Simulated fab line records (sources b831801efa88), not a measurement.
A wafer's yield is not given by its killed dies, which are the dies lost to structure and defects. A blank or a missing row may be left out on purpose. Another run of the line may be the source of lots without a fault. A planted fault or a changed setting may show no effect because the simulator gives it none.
Struck lot and sound lot, side by side | flow gf180mcu | 14 out of 602 route steps
Sound: these wafers, L599.3, L599.4, L599.5. Wafers struck: L608.2, L608.3, L608.4. The cause comes at the end.
Order at every step that has rows: each side's tool, ch and its chambers, its first start. Under that, the readings that differ: sound wafers | struck wafers | difference of the means | sigmas: that difference in standard deviations of wafers without a fault.
alike: a reading whose means differ by less than 2 such deviations, as well as words and numbers matching on both sides. not compared: withheld readings; readings where some wafer has no value; bounds like >300 that might hide an equal value; numbers whose values overlap and for which the record gives no deviation.
Wherever a step has rows on one side only, a row that says differs or no value, or a row with sigmas, the two part there. Numbers that don't overlap but have no deviation are shown without sigmas and don't part them. Lack of a reading on every wafer of one side parts them only where that side has two or more wafers.

GF_V4_ETCH_16: etches BARC in N2/H2.
  sound on rie_diel-03 ch 1,2,3, day 25 13:05; struck on rie_diel-03 ch 0,2,3, day 28 10:58
  alike: drypump_motor_current_A, oes_product_au, throttle_valve_pct
GF_V4_ETCH_17: etches SiO2 in C4F8/O2/Ar, stops on TiN, target depth 630 nm.
  sound: rie_diel-03 ch 1,2,3; struck: rie_diel-03 ch 0,2,3
  alike: oes_product_au
then, 3 steps without rows for these wafers: GF_V4_STRIP_18 (strips in O2/N2); GF_V4_STRIP_19 (strips in post etch residue remover, time 1200 s); GF_V4_CLEAN_20 (cleans in DIW).
GF_V4_SPUTTER_21: material Ti, target thk 15 nm, time 80.02 s.
  sound on pvd_sputter-01 at day 25 14:16; struck on pvd_sputter-01 at day 28 11:38
  alike: cathode_dc_power_W, chamber_pressure_pa, throttle_valve_pct
then, 1 step without rows for these wafers: GF_V4_SPUTTER_22 (material TiN, target thk 10 nm, time 40 s).
GF_V4_CVD_23: deposits W, target thk 350 nm, time 104.9 s.
  sound on cvd_w-02 ch 0,1, day 25 14:24; struck on cvd_w-02 ch 0,1, day 28 11:44
  alike: chamber_pressure_Torr, heater_power_w
GF_V4_RS_MEAS_24: a four-point-probe measurement.
  sound on film_metro-02 at day 25 14:31; struck on film_metro-03 at day 28 11:52
  alike: V4_W_RS
GF_V4_THK_MEAS_25: measures by xrf.
  sound on film_metro-02 at day 25 14:37; struck on film_metro-03 at day 28 11:58
  alike: V4_W_THK
then, 2 steps without rows for these wafers: GF_V4_CMP_26 (polishes, stops on SiO2, t overpolish 15 s, target thk 0 nm); GF_MIM_SPUTTER_00 (material Ti, target thk 37.5 nm, time 150 s).
GF_MIM_SPUTTER_01: material TiN, target thk 30 nm, time 25 s.
  sound on pvd_sputter-03 at day 25 15:05; struck on pvd_sputter-03 at day 28 12:25
  no value came back on the struck wafers for cathode_dc_power_W (W), chamber_pressure_pa (Pa), throttle_valve_pct (%), time_s (s); on the sound wafers cathode_dc_power_W (W) reads 6496.8 6500.2 6499.7
GF_MIM_SPUTTER_02: material AlCu, target thk 450 nm, time 23.9 s.
  sound on pvd_sputter-03 at day 25 15:07; struck on pvd_sputter-03 at day 28 12:27
  alike: cathode_dc_power_W, chamber_pressure_pa, throttle_valve_pct

## WHERE THEY PART
GF_MIM_SPUTTER_01 only, going by this record. Later steps at which nothing parts them and some readings are alike: GF_MIM_SPUTTER_02.

WHY: the cause the simulator had injected
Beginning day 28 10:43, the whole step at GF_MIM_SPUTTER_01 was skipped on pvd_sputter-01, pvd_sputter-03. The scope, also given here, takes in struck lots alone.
